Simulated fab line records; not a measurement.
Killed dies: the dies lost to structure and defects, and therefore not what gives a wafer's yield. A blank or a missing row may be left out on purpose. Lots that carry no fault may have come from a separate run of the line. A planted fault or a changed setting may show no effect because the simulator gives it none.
A single fault, viewed from 2 desks -- flow gf180mcu -- what lay behind the numbers comes last; until then each desk has only its own

== THE METROLOGY DESK ==
Lot by lot, what the gauges showed, no matter which tool ran the lot: averages of those sampled wafers that carry a number. A lot is out of limits, marked OUT, if its mean lies more than 4 standard deviations from the usual mean; the brackets give that distance.
Columns: A = V1_W_THK at GF_V1_THK_MEAS_25, usual 340 nm; B = V2_CVD_00_THK at GF_V2_THK_MEAS_01, usual 600 nm
lot,first seen here,A,B
L870,day 18 03:33,336,602
L871,day 18 11:16,342,596
L874,day 19 14:08,339,594
L876,day 20 14:32,342,592
L877,day 20 19:05,345,602
L878,day 21 07:25,338,599
L884,day 23 10:26,340,597
L885,day 23 13:10,343,476 (-20) OUT
L886,day 24 04:11,342,483 (-19) OUT
L887,day 24 07:05,339,476 (-20) OUT
L891,day 25 13:01,335,600
L893,day 26 09:04,339,605
Per this desk, out of limits: L885, L886, L887; the first was L885, day 24 12:48 (V2_CVD_00_THK at GF_V2_THK_MEAS_01). Within limits: L870, L871, L874, L876, L877, L878, L884, L891, L893.

== FOR THE TOOL OWNER'S DESK: hdpcvd-01 ==
The tool's own readings at GF_V2_CVD_00 (deposits SiO2, target thk 600 nm, time 100 s): means of the sampled wafers that have a number, for each lot that ran on this tool. A lot is out of limits, marked OUT, if its mean lies more than 4 standard deviations from the usual mean; the brackets give that distance.
Columns: A = sih4-flow-sccm at GF_V2_CVD_00, usual 59.99 sccm
lot,first seen here,A
L870,day 19 04:43,60.16
L871,day 19 13:28,59.92
L877,day 21 20:31,60.00
L885,day 24 12:42,47.90 (-67) OUT
L886,day 25 03:38,48.09 (-66) OUT
L887,day 25 05:57,48.05 (-66) OUT
Finding of this desk: L885, L886, L887 out of limits; the first was L885 at day 24 12:42, on sih4-flow-sccm at GF_V2_CVD_00. Within limits: L870, L871, L877.

== PUT TOGETHER ==
The tool owner's desk could have raised an alarm at day 24 12:42, on L885, L886, L887.
L885, L886, L887 would have let the metrology desk raise an alarm at day 24 12:48.
Of the lots named, all ran GF_V2_CVD_00 on hdpcvd-01.

== WHAT THE SIMULATOR PUT IN ==
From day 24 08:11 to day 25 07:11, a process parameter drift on hdpcvd-01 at GF_V2_CVD_00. The setting sih4-flow-sccm was moved by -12, starting from 60. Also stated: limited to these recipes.
Lots struck among those shown: L885, L886, L887.
Time in hours from fault onset to the first out-of-limits reading at each desk: tool owner's desk 5, metrology desk 5.
